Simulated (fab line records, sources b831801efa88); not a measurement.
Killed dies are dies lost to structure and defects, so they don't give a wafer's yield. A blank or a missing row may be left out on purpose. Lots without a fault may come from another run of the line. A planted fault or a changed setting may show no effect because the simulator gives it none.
fab line records | flow sky130
record lots=13 wafers=37 last_day=49
route steps=708 shown VIA2@528 CAPM@550 METAL5@663 PAD_OPEN@708
lots that met no fault: from a run of the same line without faults
start_h: hours from the record's first day to the start of the lot's first wafer shown | wait_h: hours since the lot's step before | " the same as in the row above | L1.1+2: a row that stands for several wafers | - no value, or no start given | * or withheld: withheld | < > ~ a bound
route shown NAME@n: a module of which the file shows steps, and the number in the route of the first | usual: mean/standard deviation of fault-free wafers | same: alike in all rows | chamber/n: place in a boat | sites: the reading at each site | _std_site: their standard deviation | _edge_site: outer sites' mean less inner sites' | radius_mm: how far each site lies from the wafer's centre | mask NAME#n: copy n | behind: the tool/chamber that last shaped the wafer | hold: why the lot was held/for how many hours/how that ended | device: the transistor (n, p or np) that didn't switch | end of line: the same wafers' tests at the end of the route | a step without rows: its recipe alone | killed: dies lost to structure and defects at the first sort, not the wafer's yield | map: a wafer's dies, x killed, . not, _ none there
set.NAME: the setting as run; set.NAME@STEP: as run at that earlier step | model.NAME: the simulator's own value behind a step, which no gauge read
steps of the route over a sample of lots; a table a step, a row a wafer
services: from which hour (start_h, from the record's first day; less than 0 if before it) a tool's chamber was out of use, for how many hours, and why
## steps
# step SKY_VIA2_CVD_21
# recipe material=W target_thk_nm=420 time_s=126.4 temp_c=400 pressure_torr=40
# usual heater_power_w=893/64
# columns lot.wafer tool chamber start_h wait_h heater_power_w
L641.1 cvd_w-02 0 846.70 0.0 925
L641.2 " 1 " " 821
L641.4 " 0 " " 914
L643.1 cvd_w-02 1 854.68 0.0 775
L643.3 " 1 " " 812
L643.5 " 1 " " 799
L644.2 cvd_w-01 1 865.40 0.0 969
L644.4 " 0 " " 937
L644.5 " 1 " " 952
L645.2 cvd_w-01 0 871.56 0.0 972
L645.3 " 0 " " 983
L645.6 " 0 " " 998
L646.1 cvd_w-01 1 894.50 0.0 982
L646.5 " 1 " " 978
L646.6 " 0 " " 962
L647.2 cvd_w-02 1 895.53 0.1 815
L647.4 " 1 " " 809
L647.6 " 1 " " 828
L648.2 cvd_w-02 0 903.23 0.0 949
L648.4 " 1 " " 801
L648.5 " 0 " " 924
L649.2 cvd_w-02 1 923.83 0.0 821
L649.4 " 1 " " 811
L649.5 " 1 " " 812
L652.1 cvd_w-02 1 930.40 0.0 796
L652.3 " 1 " " 808
L652.4 " 0 " " 927
L653.2 cvd_w-02 1 938.45 0.0 803
L653.3 " 0 " " 948
L653.4 " 1 " " 809
L657.1 cvd_w-01 1 976.51 0.0 864
L657.4 " 0 " " 969
L657.5 " 0 " " 938
L659.5 cvd_w-01 0 979.10 0.1 932
L662.2 cvd_w-02 0 988.52 0.0 949
L662.4 " 1 " " 792
L662.5 " 0 " " 929
# step SKY_CAPM_METAL_ETCH_13
# recipe target_depth_nm=220 stop_on=SiO2 chemistry=Cl2/BCl3 target=TiN pressure_mtorr=10 icp_w=900 bias_w=48.5 Cl2_flow_sccm=60 bcl3_flow_sccm=30 time_s=62.9
# usual drypump_motor_current_A=5.95/0.21 he_backside_leak_sccm=3.4/0.38 oes_product_au=0.941/0.0088 throttle_valve_pct=21.901/0.011
# columns lot.wafer tool chamber start_h wait_h drypump_motor_current_A he_backside_leak_sccm oes_product_au rf_hours_counter_h throttle_valve_pct
L641.1 rie_metal-03 0 872.99 0.0 6.08 3.2 0.951 8 21.904
L641.2 " 1 " " 5.64 3.1 0.953 4 21.897
L641.4 " 1 " " 5.64 3.0 0.934 - 21.921
L643.1 rie_metal-04 1 881.47 0.0 6.15 3.3 0.926 11 21.904
L643.3 " 0 " " 6.07 3.2 0.933 - 21.891
L643.5 " 0 " " 6.08 3.3 0.930 - 21.906
L644.2 rie_metal-04 1 891.57 0.0 6.10 3.4 0.945 11 21.894
L644.4 " 0 " " 6.07 3.1 0.932 - 21.902
L644.5 " 0 " " 6.07 3.2 0.950 - 21.895
L645.2 rie_metal-04 0 897.62 0.0 6.07 3.1 0.925 16 21.903
L645.3 " 1 " " 6.11 3.3 0.945 - 21.901
L645.6 " 0 " " 6.09 3.3 0.949 - 21.881
L646.1 rie_metal-01 1 919.99 0.0 5.99 3.5 0.952 4 21.882
L646.5 " 0 " " 5.61 3.2 0.952 - 21.899
L646.6 " 1 " " 6.00 3.4 0.952 - 21.906
L647.2 rie_metal-03 1 920.92 0.0 5.61 3.3 0.939 6 21.898
L647.4 " 1 " " 5.61 3.2 0.934 - 21.911
L647.6 " 0 " " 6.11 3.1 0.936 - 21.894
L648.2 rie_metal-04 0 929.17 0.0 6.10 3.1 0.938 0 21.884
L648.4 " 0 " " 6.10 3.2 0.948 - 21.889
L648.5 " 1 " " 6.11 3.3 0.943 - 21.907
L649.2 rie_metal-01 1 949.57 0.0 6.02 3.5 0.935 5 21.907
L649.4 " 0 " " 5.60 3.3 0.926 - 21.912
L649.5 " 0 " " 5.61 3.3 0.918 - 21.905
L652.1 rie_metal-03 0 955.52 0.0 6.09 3.2 0.930 12 21.908
L652.3 " 0 " " 6.11 3.2 0.934 - 21.920
L652.4 " 1 " " 5.64 3.2 0.936 - 21.919
L653.2 rie_metal-04 1 963.17 0.0 6.10 3.5 0.950 16 21.890
L653.3 " 1 " " 6.09 3.4 0.944 - 21.900
L653.4 " 0 " " 6.06 3.1 0.945 - 21.898
L657.1 rie_metal-01 1 1000.72 0.0 6.00 3.4 0.955 7 21.896
L657.4 " 0 " " 5.61 3.6 0.938 - 21.893
L657.5 " 0 " " 5.59 3.6 0.935 - 21.906
L659.5 rie_metal-04 0 1003.12 0.1 6.10 3.1 0.933 - 21.901
L662.2 rie_metal-04 1 1012.97 0.0 6.14 3.5 0.932 19 21.896
L662.4 " 1 " " 6.18 3.5 0.945 - 21.905
L662.5 " 1 " " 6.13 6.6 0.948 - 21.901
# step SKY_METAL5_SPUTTER_02
# recipe material=AlCu target_thk_nm=1150 power_w=10600 time_s=61.2 chamber_pressure_pa=0.4
# usual throttle_valve_pct=30.2/0.85
# columns lot.wafer tool chamber start_h wait_h throttle_valve_pct
L641.1 pvd_sputter-01 - 1005.04 0.0 29.6
L641.2 " - " " 29.3
L641.4 " - " " 29.7
L643.1 pvd_sputter-03 - 1009.70 0.0 30.0
L643.3 " - " " 31.9
L643.5 " - " " 29.1
L644.2 pvd_sputter-02 - 1017.37 0.0 30.2
L644.4 " - " " 29.8
L644.5 " - " " 30.0
L645.2 pvd_sputter-03 - 1028.62 0.0 29.4
L645.3 " - " " 30.6
L645.6 " - " " 29.9
L646.1 pvd_sputter-02 - 1043.55 0.0 30.4
L646.5 " - " " 30.2
L646.6 " - " " 30.0
L647.2 pvd_sputter-02 - 1045.42 0.0 30.3
L647.4 " - " " 29.7
L647.6 " - " " 30.4
L648.2 pvd_sputter-03 - 1053.23 0.0 32.2
L648.4 " - " " 29.4
L648.5 " - " " 31.9
L649.2 pvd_sputter-01 - 1069.86 0.0 29.2
L649.4 " - " " 29.8
L649.5 " - " " 29.1
L652.1 pvd_sputter-01 - 1076.10 0.0 31.4
L652.3 " - " " 29.6
L652.4 " - " " 29.9
L653.2 pvd_sputter-01 - 1083.53 0.0 30.0
L653.3 " - " " 31.5
L653.4 " - " " 29.3
L657.1 pvd_sputter-01 - 1115.75 0.0 30.0
L657.4 " - " " 31.3
L657.5 " - " " 29.7
L659.5 pvd_sputter-01 - 1117.92 0.0 31.2
L662.2 pvd_sputter-01 - 1127.42 0.0 29.4
L662.4 " - " " 29.7
L662.5 " - " " 29.1
# step SKY_METAL5_METAL_ETCH_15
# recipe target_depth_a=12600 stop_on=SiO2 over_etch_frac=0.2 time_s=252 chemistry=Cl2/BCl3 resist_sidewall_deg=86 pressure_mtorr=10 icp_w=900 bias_w=48.5 Cl2_flow_sccm=60 bcl3_flow_sccm=30
# usual drypump_motor_current_A=5.96/0.19 he_backside_leak_sccm=3.36/0.17 oes_product_au=0.894/0.0052 throttle_valve_pct=22.264/0.0088
# same over_etch_frac=0.2
# columns lot.wafer tool chamber start_h wait_h drypump_motor_current_A he_backside_leak_sccm oes_product_au rf_hours_counter_h throttle_valve_pct
L641.1 rie_metal-04 0 1027.49 0.0 6.08 3.16 0.887 5 22.256
L641.2 " 1 " " 6.15 3.38 0.886 19 22.256
L641.4 " 0 " " 6.08 3.14 0.890 - 22.255
L643.1 rie_metal-04 1 1032.44 0.0 6.16 3.33 0.890 20 22.288
L643.3 " 1 " " 6.16 3.52 0.894 - 22.260
L643.5 " 1 " " 6.13 3.44 0.900 - 22.265
L644.2 rie_metal-04 1 1039.82 0.0 6.10 3.20 0.899 20 22.276
L644.4 " 1 " " 6.12 3.43 0.897 - 22.267
L644.5 " 1 " " 6.10 3.37 0.896 - 22.270
L645.2 rie_metal-04 0 1050.52 0.0 6.11 3.24 0.883 7 22.262
L645.3 " 1 " " 6.11 3.65 0.900 - 22.278
L645.6 " 0 " " 6.09 3.24 0.896 - 22.267
L646.1 rie_metal-04 0 1063.89 0.0 6.09 3.15 0.893 8 22.270
L646.5 " 1 " " 6.12 3.42 0.894 - 22.254
L646.6 " 0 " " 6.08 3.14 0.896 - 22.262
L647.2 rie_metal-01 0 1066.52 0.0 5.62 3.51 0.897 22 22.245
L647.4 " 1 " " 5.96 3.41 0.897 - 22.255
L647.6 " 1 " " 5.96 3.48 0.893 - 22.281
L648.2 rie_metal-04 0 1074.59 0.0 6.07 3.30 0.896 9 22.272
L648.4 " 1 " " 6.15 3.52 0.889 - 22.267
L648.5 " 1 " " 6.11 3.46 0.897 - 22.261
L649.2 rie_metal-01 1 1090.59 0.0 6.02 3.61 0.888 14 22.281
L649.4 " 1 " " 6.00 3.51 0.896 - 22.264
L649.5 " 1 " " 6.01 3.43 0.900 - 22.269
L652.1 rie_metal-03 1 1095.09 0.0 5.65 3.32 0.892 15 22.263
L652.3 " 1 " " 5.67 3.27 0.904 - 22.278
L652.4 " 0 " " 6.10 3.06 0.896 - 22.261
L653.2 rie_metal-01 1 1104.17 0.0 6.00 3.43 0.902 16 22.257
L653.3 " 1 " " 6.01 3.38 0.900 - 22.264
L653.4 " 0 " " 5.61 3.50 0.897 - 22.259
L657.1 rie_metal-04 0 1134.97 0.0 6.07 3.21 0.900 13 22.269
L657.4 " 0 " " 6.07 3.24 0.899 - 22.259
L657.5 " 0 " " 6.09 3.24 0.895 - 22.265
L659.5 rie_metal-04 0 1137.68 0.2 6.07 3.02 0.892 - 22.258
L662.2 rie_metal-03 0 1146.64 0.0 6.08 3.12 0.892 25 22.261
L662.4 " 0 " " 6.11 3.14 0.895 - 22.280
L662.5 " 1 " " 5.60 3.36 0.890 - 22.267
# step SKY_PAD_OPEN_PROBE_99
# usual killed_at_M0_to_M3=43/6.5 killed_at_M4_up=3.1/1.8 killed_at_contacts=24/4.8 killed_at_front_end=15/4.7 killed_at_other=0.3/0.58 killed_dies=86/8.6 killed_open=47/6.7 killed_short=39/6.1
# same gross_dies=492 killed_at_back_side=0
# columns lot.wafer tool chamber start_h wait_h killed_at_M0_to_M3 killed_at_M4_up killed_at_contacts killed_at_front_end killed_at_other killed_dies killed_open killed_short
L657.1 prober-02 - 1173.87 0.1 42 2 18 17 1 80 48 32
L657.4 prober-02 - 1174.02 0.2 103 4 28 14 1 150 55 30
L657.5 prober-02 - 1174.07 0.2 98 4 16 10 0 128 23 34
L659.5 prober-02 - 1177.20 0.2 93 2 15 18 0 128 41 22
# killed by level:class
L657.1 CONTACT:geometric_particle:open=8 VIA1:geometric_particle:open=8 VIA3:geometric_particle:open=8 FIELD_ISO:geometric_particle:short=6 FIELD_ISO:geometric_particle:open=6 LI_CONTACT:geometric_particle:open=6 METAL2:geometric_particle:short=6 METAL1:geometric_particle:short=4
L657.4 VIA2:unspecified=65 CONTACT:geometric_particle:open=14 VIA1:geometric_particle:open=10 LI_CONTACT:geometric_particle:open=6 VIA2:geometric_particle:open=6 VIA3:geometric_particle:open=5 METAL1:geometric_particle:short=4 VIA2:geometric_particle:short=4
L657.5 VIA2:unspecified=71 VIA1:geometric_particle:open=6 METAL2:geometric_particle:short=6 FIELD_ISO:geometric_particle:short=5 LI_CONTACT:geometric_particle:short=5 METAL4:geometric_particle:short=4 LI_CONTACT:geometric_particle:open=4 CONTACT:geometric_particle:open=3
L659.5 VIA2:unspecified=65 VIA1:geometric_particle:open=9 POLY_GATE:geometric_particle:open=8 LI_CONTACT:geometric_particle:open=7 FIELD_ISO:geometric_particle:short=6 VIA1:geometric_particle:short=6 CONTACT:geometric_particle:open=4 METAL2:geometric_particle:short=4
## services
# columns tool chamber start_h hours kind
pvd_sputter-03 - 830.50 0.8 repair
cvd_w-01 - 834.73 0.8 repair
rie_metal-01 1 839.44 32.8 repair
rie_metal-03 0 841.50 3.7 repair
rie_metal-03 - 843.18 2.8 pm
pvd_sputter-01 - 851.09 0.8 repair
cvd_w-02 0 871.85 29.1 repair
rie_metal-03 - 880.65 0.1 repair
pvd_sputter-01 - 883.96 5.5 repair
pvd_sputter-01 - 886.09 6.2 repair
pvd_sputter-01 - 886.37 1.7 repair
rie_metal-01 - 895.79 14.6 pm
cvd_w-01 - 904.00 14.0 pm
cvd_w-01 - 918.00 14.6 pm
rie_metal-04 - 988.89 2.8 pm
rie_metal-01 - 989.50 1.4 pm
rie_metal-03 - 1069.41 0.6 repair
cvd_w-01 0 1076.35 1.6 repair
cvd_w-02 - 1083.47 0.6 repair
rie_metal-04 - 1105.95 0.7 repair
cvd_w-02 1 1117.35 8.4 repair
rie_metal-01 0 1119.43 25.7 repair
rie_metal-03 - 1121.55 0.8 repair
cvd_w-01 - 1136.13 0.7 repair
## key
first_sign step=SKY_PAD_OPEN_PROBE_99 reading=killed_at_M0_to_M3 direction=up sigmas=8.4 usual=43 struck=98
effect step=SKY_PAD_OPEN_PROBE_99 reading=killed_dies direction=up sigmas=5.7 usual=86 struck=135
met_at SKY_VIA2_CVD_21
struck_lots L657,L659
struck_wafers L657.4,L657.5,L659.5
tester_left_out L659
not_acting_at SKY_CAPM_METAL_ETCH_13,SKY_METAL5_SPUTTER_02,SKY_METAL5_METAL_ETCH_15
onset_between 894.50 976.51
earlier_fault kind=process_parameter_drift tool=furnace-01 chamber=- onset_h=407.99 steps=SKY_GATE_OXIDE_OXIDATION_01 channel=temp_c offset=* shape=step end_h=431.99 acts_in=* stated=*
fault kind=chamber_particle_source tool=cvd_w-01 chamber=0 onset_h=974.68 steps=SKY_VIA2_CVD_21 rate_per_visit_cm2=1.8713 end_h=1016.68
# tester_left_out: of these lots the tester's yield and bins aren't shown, on N5 and GAA mostly nor the transistor test; their killed dies are dies lost to structure and defects alone, not to doping, threshold or leakage, so they don't give the yield
